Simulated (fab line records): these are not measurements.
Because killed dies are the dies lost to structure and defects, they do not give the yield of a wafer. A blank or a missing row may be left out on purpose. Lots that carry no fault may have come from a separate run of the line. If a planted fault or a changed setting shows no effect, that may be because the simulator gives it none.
Which of the tools did it? + flow sfqLine + Sampling: 14 lots, 42 wafers, 6 of 325 route steps

WHAT EACH GAUGE READ, for each wafer
SFQ_M0_RS_MEAS_904: uses a four-point probe to measure. Usual: M0_NB_RS 0.891 ohm/sq, standard deviation 0.008.
| lot  | measured     | on           | M0_NB_RS (ohm/sq) | flag |
|------|--------------|--------------|-------------------|------|
| L743 | day 6 19:04  | filmMetro-02 | 0.896 0.891 0.899 |      |
| L744 | day 7 01:52  | filmMetro-02 | 0.896 0.893 0.892 |      |
| L745 | day 7 10:28  | filmMetro-03 | 0.899 0.900 0.901 |      |
| L747 | day 7 22:04  | filmMetro-03 | 0.888 0.888 0.886 |      |
| L748 | day 8 04:44  | filmMetro-03 | 0.877 0.881 0.876 |      |
| L754 | day 9 20:32  | filmMetro-01 | 0.854 0.849 0.862 | OFF  |
| L755 | day 9 22:55  | filmMetro-02 | 0.891 0.885 0.892 |      |
| L756 | day 10 06:04 | filmMetro-02 | 0.868 0.864 0.864 | OFF  |
| L759 | day 11 04:55 | filmMetro-02 | 0.876 0.882 0.878 |      |
| L761 | day 12 00:05 | filmMetro-03 | 0.904 0.904 0.903 |      |
| L763 | day 12 18:57 | filmMetro-03 | 0.888 0.891 0.883 |      |
| L764 | day 13 02:07 | filmMetro-01 | 0.890 0.881 0.896 |      |
| L765 | day 13 10:31 | filmMetro-03 | 0.902 0.891 0.891 |      |
| L766 | day 13 17:43 | filmMetro-02 | 0.883 0.881 0.891 |      |

SFQ_I1_OVL_MEAS_913. Usual: I1_OVL 1 nm, standard deviation 5.5.
| lot  | measured     | on         | I1_OVL (nm) | flag |
|------|--------------|------------|-------------|------|
| L743 | day 28 01:31 | overlay-02 | 1 5 -1      |      |
| L744 | day 28 05:07 | overlay-01 | 5 2 6       |      |
| L745 | day 28 18:55 | overlay-01 | -4 4 4      |      |
| L747 | day 29 09:29 | overlay-01 | 9 -2 10     |      |
| L748 | day 30 00:57 | overlay-01 | 1 3 9       |      |
| L754 | day 32 12:38 | overlay-01 | 6 8 8       |      |
| L755 | day 32 13:50 | overlay-02 | -4 -8 -2    |      |
| L756 | day 32 17:26 | overlay-02 | -6 2 0      |      |
| L759 | day 33 00:38 | overlay-01 | 7 6 4       |      |
| L761 | day 33 03:02 | overlay-02 | 4 9 6       |      |
| L763 | day 33 07:08 | overlay-01 | 1 3 2       |      |
| L764 | day 33 08:20 | overlay-02 | 0 3 3       |      |
| L765 | day 33 10:44 | overlay-02 | -3 2 -10    |      |
| L766 | day 33 13:08 | overlay-02 | -6 -5 4     |      |

SFQ_M3_OVL_MEAS_921. Usual: M3_OVL -4 nm, standard deviation 6.1.
| lot  | measured     | on         | M3_OVL (nm) | flag |
|------|--------------|------------|-------------|------|
| L743 | day 34 19:40 | overlay-02 | -7 -8 1     |      |
| L744 | day 35 10:04 | overlay-02 | -7 -11 -13  |      |
| L745 | day 40 17:38 | overlay-02 | -9 -4 -5    |      |
| L747 | day 41 11:39 | overlay-02 | 1 2 -4      |      |
| L748 | day 41 20:08 | overlay-02 | -8 -2 -10   |      |
| L754 | day 49 15:13 | overlay-01 | -9 6 -5     |      |
| L755 | day 49 17:37 | overlay-01 | 1 0 -5      |      |
| L756 | day 50 00:48 | overlay-02 | -10 -9 -8   |      |
| L759 | day 50 10:25 | overlay-02 | -13 -13 -17 |      |
| L761 | day 50 16:00 | overlay-02 | -12 -13 -16 |      |
| L763 | day 50 18:24 | overlay-02 | -5 -7 -6    |      |
| L764 | day 50 20:48 | overlay-02 | 0 0 -6      |      |
| L765 | day 50 22:00 | overlay-02 | -8 -4 -8    |      |
| L766 | day 50 23:12 | overlay-01 | -8 -6 -7    |      |

TOOL THAT RAN EACH LOT (tool first, then ch and the chambers of the sampled wafers, then the start)
| lot  | SFQ_TRILAYER_M0_DEP_SPUTTER_019 | SFQ_TRILAYER_M0_ETCH_METAL_ETCH_024 | SFQ_TRILAYER_I2_DEP_PECVD_063   |
|------|---------------------------------|-------------------------------------|---------------------------------|
| L743 | pvdSputter-04, day 6 17:58      | rieMetal-02 ch 0,1, day 10 07:34    | pecvd-02 ch 0,1,2, day 28 06:01 |
| L744 | pvdSputter-05, day 7 01:47      | rieMetal-03 ch 0,1, day 10 11:10    | pecvd-04 ch 0,1,2, day 28 09:38 |
| L745 | pvdSputter-04, day 7 10:22      | rieMetal-03 ch 0,1, day 10 21:58    | pecvd-02 ch 0,2, day 34 11:04   |
| L747 | pvdSputter-06, day 7 21:55      | rieMetal-03 ch 0, day 11 10:08      | pecvd-02 ch 0,1,2, day 35 06:17 |
| L748 | pvdSputter-05, day 8 04:38      | rieMetal-02 ch 0,1, day 11 21:58    | pecvd-01 ch 0,1,2, day 35 18:16 |
| L754 | pvdSputter-06, day 9 20:24      | rieMetal-03 ch 1, day 13 20:32      | pecvd-02 ch 1,2, day 38 07:50   |
| L755 | pvdSputter-05, day 9 22:48      | rieMetal-02 ch 0,1, day 13 22:47    | pecvd-01 ch 0,2, day 38 10:15   |
| L756 | pvdSputter-06, day 10 05:59     | rieMetal-02 ch 0,1, day 14 11:59    | pecvd-04 ch 0,1, day 38 15:03   |
| L759 | pvdSputter-05, day 11 04:47     | rieMetal-04 ch 0,1, day 15 19:41    | pecvd-02 ch 0,2, day 39 01:50   |
| L761 | pvdSputter-04, day 11 23:59     | rieMetal-02 ch 0,1, day 16 23:29    | pecvd-02 ch 0,1,2, day 39 06:38 |
| L763 | pvdSputter-04, day 12 18:50     | rieMetal-02 ch 0,1, day 18 04:19    | pecvd-04 ch 0,1, day 39 10:14   |
| L764 | pvdSputter-05, day 13 02:01     | rieMetal-04 ch 0,1, day 18 17:20    | pecvd-02 ch 0,1,2, day 39 12:38 |
| L765 | pvdSputter-04, day 13 10:25     | rieMetal-04 ch 0,1, day 19 09:52    | pecvd-01 ch 0,2, day 39 15:02   |
| L766 | pvdSputter-04, day 13 17:37     | rieMetal-04 ch 1, day 19 18:19      | pecvd-04 ch 0,1, day 39 16:14   |
- SFQ_TRILAYER_M0_DEP_SPUTTER_019: material Nb, target thk 200 nm, time 133.3 s.
- SFQ_TRILAYER_M0_ETCH_METAL_ETCH_024: etches Nb in Cl2/Ar, stops on SiO2, target depth 240 nm, time 120 s.
- SFQ_TRILAYER_I2_DEP_PECVD_063: deposits SiO2 from SiH4/N2O, time 111.11 s, target thk 500 nm.

AS READ BY THE TOOLS THEMSELVES (means over the sampled wafers that have a number; for cases with no such wafer, the mark the record gives instead)
SFQ_TRILAYER_M0_DEP_SPUTTER_019. Usual: cathodeDcPowerW 2000.0 W, standard deviation 0.39; throttleValvePct 29.9 %, standard deviation 0.9.
| lot  | tool          | cathodeDcPowerW (W) | throttleValvePct (%) | flag |
|------|---------------|---------------------|----------------------|------|
| L743 | pvdSputter-04 | 2000.5              | 30.0                 |      |
| L744 | pvdSputter-05 | 1999.6              | 29.9                 |      |
| L745 | pvdSputter-04 | 1999.6              | 30.7                 |      |
| L747 | pvdSputter-06 | 1999.7              | 29.3                 |      |
| L748 | pvdSputter-05 | 1999.9              | 30.0                 |      |
| L754 | pvdSputter-06 | 2087.1              | 30.3                 | OFF  |
| L755 | pvdSputter-05 | 2000.3              | 30.1                 |      |
| L756 | pvdSputter-06 | 2086.9              | 29.6                 | OFF  |
| L759 | pvdSputter-05 | 2000.0              | 30.1                 |      |
| L761 | pvdSputter-04 | 2000.2              | 29.8                 |      |
| L763 | pvdSputter-04 | 1999.9              | 30.3                 |      |
| L764 | pvdSputter-05 | 2000.4              | 30.6                 |      |
| L765 | pvdSputter-04 | 1999.8              | 30.7                 |      |
| L766 | pvdSputter-04 | 2000.3              | 29.4                 |      |

SFQ_TRILAYER_M0_ETCH_METAL_ETCH_024. Usual: drypumpMotorCurrentA 6.2 A, standard deviation 0.45; heBacksideLeakSccm 3.5 sccm, standard deviation 0.34; oesProductAu 0.893 a.u., standard deviation 0.0063.
| lot  | tool        | drypumpMotorCurrentA (A) | heBacksideLeakSccm (sccm) | oesProductAu (a.u.) | flag |
|------|-------------|--------------------------|---------------------------|---------------------|------|
| L743 | rieMetal-02 | 6.7                      | 3.5                       | 0.893               |      |
| L744 | rieMetal-03 | 6.0                      | 3.0                       | 0.887               |      |
| L745 | rieMetal-03 | 6.0                      | 3.1                       | 0.888               |      |
| L747 | rieMetal-03 | 5.5                      | 3.3                       | 0.892               |      |
| L748 | rieMetal-02 | 6.5                      | 3.5                       | 0.901               |      |
| L754 | rieMetal-03 | 6.3                      | 2.9                       | 0.913               | OFF  |
| L755 | rieMetal-02 | 6.5                      | 3.5                       | 0.891               |      |
| L756 | rieMetal-02 | 6.7                      | 3.5                       | 0.908               |      |
| L759 | rieMetal-04 | 5.9                      | 3.6                       | 0.901               |      |
| L761 | rieMetal-02 | 6.5                      | 3.6                       | 0.884               |      |
| L763 | rieMetal-02 | 6.7                      | 3.6                       | 0.896               |      |
| L764 | rieMetal-04 | 5.9                      | 3.6                       | 0.891               |      |
| L765 | rieMetal-04 | 6.1                      | 3.6                       | 0.893               |      |
| L766 | rieMetal-04 | 6.2                      | 3.5                       | 0.896               |      |

SFQ_TRILAYER_I2_DEP_PECVD_063. Usual: heaterPowerW 83 W, standard deviation 13; throttleValvePct 24.6 %, standard deviation 1.1.
| lot  | tool     | heaterPowerW (W) | throttleValvePct (%) | flag |
|------|----------|------------------|----------------------|------|
| L743 | pecvd-02 | 82               | 24.5                 |      |
| L744 | pecvd-04 | 79               | 23.3                 |      |
| L745 | pecvd-02 | 90               | 24.8                 |      |
| L747 | pecvd-02 | 81               | 25.2                 |      |
| L748 | pecvd-01 | 89               | 24.6                 |      |
| L754 | pecvd-02 | 68               | 25.2                 |      |
| L755 | pecvd-01 | 82               | 24.4                 |      |
| L756 | pecvd-04 | 86               | 23.3                 |      |
| L759 | pecvd-02 | 78               | 24.7                 |      |
| L761 | pecvd-02 | 82               | 25.3                 |      |
| L763 | pecvd-04 | 83               | 23.3                 |      |
| L764 | pecvd-02 | 82               | 25.4                 |      |
| L765 | pecvd-01 | 81               | 25.2                 |      |
| L766 | pecvd-04 | 86               | 23.4                 |      |

THE ANSWER, worked out from the rows above alone
Rule: take the mean of a lot's wafers that have a number; if it is more than 3 standard deviations from the usual mean, the lot is off. Also off: a lot with no number at a reading for which 4 or more lots have one. Any other lot the step has rows for is counted as sound. Order of review: gauges by route order, followed by the tools' own readings, for which a lot's mean as printed above is used. At the first step where some lot is off, the reading lying furthest off is the one used; lots without a number count as furthest.
Off: at SFQ_M0_RS_MEAS_904 (M0_NB_RS), L754, L756.
If a tool, at a process step before that reading, ran all the lots that are off and no sound lot after the first of them, it fits. Not tried: the gauges at SFQ_M0_RS_MEAS_904; whatever is off there is also off at SFQ_TRILAYER_M0_DEP_SPUTTER_019, on other tools, and gauge error can't account for it. One fits: pvdSputter-06 at SFQ_TRILAYER_M0_DEP_SPUTTER_019. A fault onset in the window from L747 (day 7 21:55, its last sound lot) to L754 (day 9 20:24, its first lot off) fits.
On the lots that are off, the tool's own readings at SFQ_TRILAYER_M0_DEP_SPUTTER_019 differ by more than 5 times the standard deviation of the sound lots' means, which bears it out; cathodeDcPowerW reads 2087.0 W there versus 2000.0 W on the sound lots.

WHAT THE SIMULATOR PUT IN
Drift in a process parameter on pvdSputter-06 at SFQ_TRILAYER_M0_DEP_SPUTTER_019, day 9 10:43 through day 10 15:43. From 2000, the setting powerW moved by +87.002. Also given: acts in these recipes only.
Lots struck among those shown: L754, L756. The rule above reached the same finding.
